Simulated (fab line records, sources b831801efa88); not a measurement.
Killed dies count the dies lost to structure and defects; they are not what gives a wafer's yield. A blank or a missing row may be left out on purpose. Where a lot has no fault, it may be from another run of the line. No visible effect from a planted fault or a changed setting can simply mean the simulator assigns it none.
Which of the tools did it? :: flow sky130 :: 12 lots with 36 wafers sampled at 5 steps, on a route of 708 steps

== WHAT THE GAUGES SHOWED, per wafer ==
SKY_VT_ADJUST_PCH_OVL_MEAS_07.
lot: L149
measured: day 10 16:07
on: overlay-02
VT_ADJUST_PCH_OVL (nm): -2.9 -1.5 -0.4

lot: L151
measured: day 11 04:43
on: overlay-02
VT_ADJUST_PCH_OVL (nm): 0.8 0.8 1.3

lot: L154
measured: day 12 10:26
on: overlay-01
VT_ADJUST_PCH_OVL (nm): 1.5 0.3 -0.3

lot: L153
measured: day 12 12:19
on: overlay-02
VT_ADJUST_PCH_OVL (nm): -0.6 1.2 -1.4

lot: L155
measured: day 12 14:52
on: overlay-02
VT_ADJUST_PCH_OVL (nm): -0.1 0.6 0.3

lot: L163
measured: day 14 19:25
on: overlay-02
VT_ADJUST_PCH_OVL (nm): -1.4 -0.9 0.2

lot: L166
measured: day 15 17:01
on: overlay-02
VT_ADJUST_PCH_OVL (nm): 0.0 0.5 -0.3

lot: L167
measured: day 15 23:02
on: overlay-01
VT_ADJUST_PCH_OVL (nm): -0.7 -0.7 -0.4

lot: L168
measured: day 16 10:46
on: overlay-01
VT_ADJUST_PCH_OVL (nm): 0.6 0.5 1.1

lot: L169
measured: day 16 17:10
on: overlay-01
VT_ADJUST_PCH_OVL (nm): -0.3 0.5 -0.2

lot: L171
measured: day 17 09:43
on: overlay-01
VT_ADJUST_PCH_OVL (nm): 1.7 -0.6 1.2

lot: L172
measured: day 17 21:22
on: overlay-01
VT_ADJUST_PCH_OVL (nm): -0.1 -1.0 1.3

SKY_LDD_HVN_OVL_MEAS_07.
lot: L149
measured: day 20 14:45
on: overlay-02
LDD_HVN_OVL (nm): 1.5 0.8 0.2

lot: L151
measured: day 21 02:55
on: overlay-01
LDD_HVN_OVL (nm): -0.5 0.2 0.4

lot: L154
measured: day 22 21:55
on: overlay-01
LDD_HVN_OVL (nm): 0.3 0.4 0.4

lot: L153
measured: day 22 21:17
on: overlay-02
LDD_HVN_OVL (nm): -1.5 -0.9 -2.3

lot: L155
measured: day 22 22:58
on: overlay-02
LDD_HVN_OVL (nm): -0.1 0.6 -0.6

lot: L163
measured: day 25 10:43
on: overlay-01
LDD_HVN_OVL (nm): 0.8 -0.7 -1.7

lot: L166
measured: day 26 09:01
on: overlay-01
LDD_HVN_OVL (nm): 0.9 1.1 1.9

lot: L167
measured: day 26 13:25
on: overlay-01
LDD_HVN_OVL (nm): 1.3 0.3 1.1

lot: L168
measured: day 27 16:16
on: overlay-01
LDD_HVN_OVL (nm): 2.2 2.3 1.9

lot: L169
measured: day 27 15:59
on: overlay-01
LDD_HVN_OVL (nm): 1.0 1.0 1.6

lot: L171
measured: day 27 22:40
on: overlay-01
LDD_HVN_OVL (nm): -0.7 -0.7 -0.4

lot: L172
measured: day 28 09:46
on: overlay-01
LDD_HVN_OVL (nm): -0.2 1.1 0.6

== TOOL THAT RAN EACH LOT (tool first, then ch and the chambers of the sampled wafers, then the start) ==
lot: L149
SKY_VT_ADJUST_LVTN_STRIP_20: plasma_asher-03 ch 0,1, day 7 22:58
SKY_POLY_GATE_ETCH_16: rie_diel-04 ch 1,2,3, day 16 15:50
SKY_POLY_GATE_STRIP_18: plasma_asher-01 ch 0, day 16 15:59

lot: L151
SKY_VT_ADJUST_LVTN_STRIP_20: plasma_asher-04 ch 0,1, day 8 10:59
SKY_POLY_GATE_ETCH_16: rie_diel-02 ch 0,1,2, day 17 02:43
SKY_POLY_GATE_STRIP_18: plasma_asher-01 ch 0,1, day 17 02:53

lot: L154
SKY_VT_ADJUST_LVTN_STRIP_20: plasma_asher-03 ch 0,1, day 9 14:10
SKY_POLY_GATE_ETCH_16: rie_diel-03 ch 0,2,3, day 18 22:55
SKY_POLY_GATE_STRIP_18: plasma_asher-01 ch 0,1, day 18 23:07

lot: L153
SKY_VT_ADJUST_LVTN_STRIP_20: plasma_asher-04 ch 0, day 9 15:43
SKY_POLY_GATE_ETCH_16: rie_diel-02 ch 0,3, day 18 22:43
SKY_POLY_GATE_STRIP_18: plasma_asher-01 ch 0,1, day 18 22:52

lot: L155
SKY_VT_ADJUST_LVTN_STRIP_20: plasma_asher-04 ch 0,1, day 9 17:37
SKY_POLY_GATE_ETCH_16: rie_diel-02 ch 0,1,2, day 18 23:22
SKY_POLY_GATE_STRIP_18: plasma_asher-01 ch 0,1, day 18 23:31

lot: L163
SKY_VT_ADJUST_LVTN_STRIP_20: plasma_asher-02 ch 0,1, day 11 15:23
SKY_POLY_GATE_ETCH_16: rie_diel-04 ch 1,2,3, day 21 13:22
SKY_POLY_GATE_STRIP_18: plasma_asher-01 ch 0,1, day 21 13:32

lot: L166
SKY_VT_ADJUST_LVTN_STRIP_20: plasma_asher-03 ch 0,1, day 12 11:49
SKY_POLY_GATE_ETCH_16: rie_diel-04 ch 0,2,3, day 22 13:05
SKY_POLY_GATE_STRIP_18: plasma_asher-02 ch 0,1, day 22 13:14

lot: L167
SKY_VT_ADJUST_LVTN_STRIP_20: plasma_asher-04 ch 0,1, day 12 16:32
SKY_POLY_GATE_ETCH_16: rie_diel-02 ch 0,1,3, day 22 17:19
SKY_POLY_GATE_STRIP_18: plasma_asher-03 ch 0,1, day 22 17:30

lot: L168
SKY_VT_ADJUST_LVTN_STRIP_20: plasma_asher-03 ch 0,1, day 13 03:04
SKY_POLY_GATE_ETCH_16: rie_diel-03 ch 0,3, day 23 20:07
SKY_POLY_GATE_STRIP_18: plasma_asher-02 ch 0,1, day 23 20:16

lot: L169
SKY_VT_ADJUST_LVTN_STRIP_20: plasma_asher-03 ch 0,1, day 13 08:22
SKY_POLY_GATE_ETCH_16: rie_diel-04 ch 2,3, day 23 19:47
SKY_POLY_GATE_STRIP_18: plasma_asher-01 ch 0,1, day 23 19:56

lot: L171
SKY_VT_ADJUST_LVTN_STRIP_20: plasma_asher-02 ch 0,1, day 13 23:23
SKY_POLY_GATE_ETCH_16: rie_diel-03 ch 0,1,2, day 24 05:59
SKY_POLY_GATE_STRIP_18: plasma_asher-02 ch 0,1, day 24 06:08

lot: L172
SKY_VT_ADJUST_LVTN_STRIP_20: plasma_asher-03 ch 0,1, day 14 09:22
SKY_POLY_GATE_ETCH_16: rie_diel-03 ch 2,3, day 24 16:37
SKY_POLY_GATE_STRIP_18: plasma_asher-03 ch 0,1, day 24 16:47
- SKY_VT_ADJUST_LVTN_STRIP_20: strips in O2/N2.
- SKY_POLY_GATE_ETCH_16: etches Si3N4 in CH3F/O2, stops on poly-Si, time 147.5 s, target depth 75 nm.
- SKY_POLY_GATE_STRIP_18: strips in O2/N2.

== AS READ BY THE TOOLS THEMSELVES (means over the sampled wafers that have a number; for cases with no such wafer, the mark the record gives instead) ==
SKY_VT_ADJUST_LVTN_STRIP_20.
lot: L149
tool: plasma_asher-03
drypump_motor_current_A (A): 5.2
oes_product_au (a.u.): 0.714
strip_time_to_endpoint_s (s): 14.20

lot: L151
tool: plasma_asher-04
drypump_motor_current_A (A): 5.3
oes_product_au (a.u.): 0.720
strip_time_to_endpoint_s (s): 14.19

lot: L154
tool: plasma_asher-03
drypump_motor_current_A (A): 5.2
oes_product_au (a.u.): 0.717
strip_time_to_endpoint_s (s): 14.22

lot: L153
tool: plasma_asher-04
drypump_motor_current_A (A): 6.0
oes_product_au (a.u.): 0.717
strip_time_to_endpoint_s (s): 14.22

lot: L155
tool: plasma_asher-04
drypump_motor_current_A (A): 5.7
oes_product_au (a.u.): 0.715
strip_time_to_endpoint_s (s): 14.18

lot: L163
tool: plasma_asher-02
drypump_motor_current_A (A): 5.4
oes_product_au (a.u.): 0.715
strip_time_to_endpoint_s (s): 14.17

lot: L166
tool: plasma_asher-03
drypump_motor_current_A (A): 5.2
oes_product_au (a.u.): 0.715
strip_time_to_endpoint_s (s): 14.15

lot: L167
tool: plasma_asher-04
drypump_motor_current_A (A): 5.6
oes_product_au (a.u.): 0.716
strip_time_to_endpoint_s (s): 14.24

lot: L168
tool: plasma_asher-03
drypump_motor_current_A (A): 5.2
oes_product_au (a.u.): 0.712
strip_time_to_endpoint_s (s): 14.14

lot: L169
tool: plasma_asher-03
drypump_motor_current_A (A): 5.2
oes_product_au (a.u.): 0.717
strip_time_to_endpoint_s (s): 14.19

lot: L171
tool: plasma_asher-02
drypump_motor_current_A (A): 5.5
oes_product_au (a.u.): 0.714
strip_time_to_endpoint_s (s): 14.21

lot: L172
tool: plasma_asher-03
drypump_motor_current_A (A): 5.6
oes_product_au (a.u.): 0.713
strip_time_to_endpoint_s (s): 14.14

SKY_POLY_GATE_ETCH_16.
lot: L149
tool: rie_diel-04
drypump_motor_current_A (A): 5.9
oes_product_au (a.u.): 0.640
throttle_valve_pct (%): 10.533

lot: L151
tool: rie_diel-02
drypump_motor_current_A (A): 5.6
oes_product_au (a.u.): 0.641
throttle_valve_pct (%): 10.529

lot: L154
tool: rie_diel-03
drypump_motor_current_A (A): 5.7
oes_product_au (a.u.): 0.639
throttle_valve_pct (%): 10.532

lot: L153
tool: rie_diel-02
drypump_motor_current_A (A): 5.7
oes_product_au (a.u.): 0.639
throttle_valve_pct (%): 10.531

lot: L155
tool: rie_diel-02
drypump_motor_current_A (A): 5.7
oes_product_au (a.u.): 0.641
throttle_valve_pct (%): 10.533

lot: L163
tool: rie_diel-04
drypump_motor_current_A (A): 5.9
oes_product_au (a.u.): 0.635
throttle_valve_pct (%): 10.542

lot: L166
tool: rie_diel-04
drypump_motor_current_A (A): 5.7
oes_product_au (a.u.): 0.644
throttle_valve_pct (%): 10.537

lot: L167
tool: rie_diel-02
drypump_motor_current_A (A): 5.8
oes_product_au (a.u.): 0.643
throttle_valve_pct (%): 10.541

lot: L168
tool: rie_diel-03
drypump_motor_current_A (A): 5.1
oes_product_au (a.u.): 0.640
throttle_valve_pct (%): 10.534

lot: L169
tool: rie_diel-04
drypump_motor_current_A (A): 6.1
oes_product_au (a.u.): 0.637
throttle_valve_pct (%): 10.537

lot: L171
tool: rie_diel-03
drypump_motor_current_A (A): 5.9
oes_product_au (a.u.): 0.644
throttle_valve_pct (%): 10.542

lot: L172
tool: rie_diel-03
drypump_motor_current_A (A): 5.3
oes_product_au (a.u.): 0.646
throttle_valve_pct (%): 10.531

SKY_POLY_GATE_STRIP_18.
lot: L149
tool: plasma_asher-01
drypump_motor_current_A (A): 6.5
oes_product_au (a.u.): 0.355
strip_time_to_endpoint_s (s): 3.153

lot: L151
tool: plasma_asher-01
drypump_motor_current_A (A): 6.4
oes_product_au (a.u.): 0.366
strip_time_to_endpoint_s (s): 3.222

lot: L154
tool: plasma_asher-01
drypump_motor_current_A (A): 6.4
oes_product_au (a.u.): 0.361
strip_time_to_endpoint_s (s): 3.166

lot: L153
tool: plasma_asher-01
drypump_motor_current_A (A): 6.2
oes_product_au (a.u.): 0.352
strip_time_to_endpoint_s (s): 2.981

lot: L155
tool: plasma_asher-01
drypump_motor_current_A (A): 6.4
oes_product_au (a.u.): 0.355
strip_time_to_endpoint_s (s): 3.029

lot: L163
tool: plasma_asher-01
drypump_motor_current_A (A): 6.2
oes_product_au (a.u.): 0.364
strip_time_to_endpoint_s (s): 3.146

lot: L166
tool: plasma_asher-02
drypump_motor_current_A (A): 5.5
oes_product_au (a.u.): 0.365
strip_time_to_endpoint_s (s): 3.173

lot: L167
tool: plasma_asher-03
drypump_motor_current_A (A): 5.2
oes_product_au (a.u.): 0.362
strip_time_to_endpoint_s (s): 3.144

lot: L168
tool: plasma_asher-02
drypump_motor_current_A (A): 5.4
oes_product_au (a.u.): 0.357
strip_time_to_endpoint_s (s): 3.173

lot: L169
tool: plasma_asher-01
drypump_motor_current_A (A): 6.4
oes_product_au (a.u.): 0.358
strip_time_to_endpoint_s (s): 3.150

lot: L171
tool: plasma_asher-02
drypump_motor_current_A (A): 5.6
oes_product_au (a.u.): 0.358
strip_time_to_endpoint_s (s): 3.116

lot: L172
tool: plasma_asher-03
drypump_motor_current_A (A): 5.2
oes_product_au (a.u.): 0.359
strip_time_to_endpoint_s (s): 3.158

== THE ANSWER, worked out from the rows above alone ==
Rule: what is usual is taken from the lots themselves. The widest of any qualifying gaps counts: lots, ordered by their means at a reading, are off when they make up no more than a third of the lots, leave a main group of 4 or more, and stand apart from it by 3 or more times the standard deviation of that group's means. If all means in a main group match to the digits the tables above print for the reading, that group is not used. A lot without any number at a reading at which 4 lots or more have one is off too. Where the step has rows for the other lots, those lots are counted as sound. First the gauges in route order, then the tools' own readings, where a lot's mean is used as printed above. At the first step where some lot is off, the reading lying furthest off is the one used; lots without a number count as furthest.
Off at SKY_POLY_GATE_STRIP_18 (strip_time_to_endpoint_s): L153, L155. The main group: mean 3.160 s, standard deviation 0.026.
If a tool, at that step or one of the process steps before it, ran each lot that is off and ran no sound lot following the first of them, it fits. None of those tried fits.

== WHAT THE SIMULATOR HAD PUT IN ==
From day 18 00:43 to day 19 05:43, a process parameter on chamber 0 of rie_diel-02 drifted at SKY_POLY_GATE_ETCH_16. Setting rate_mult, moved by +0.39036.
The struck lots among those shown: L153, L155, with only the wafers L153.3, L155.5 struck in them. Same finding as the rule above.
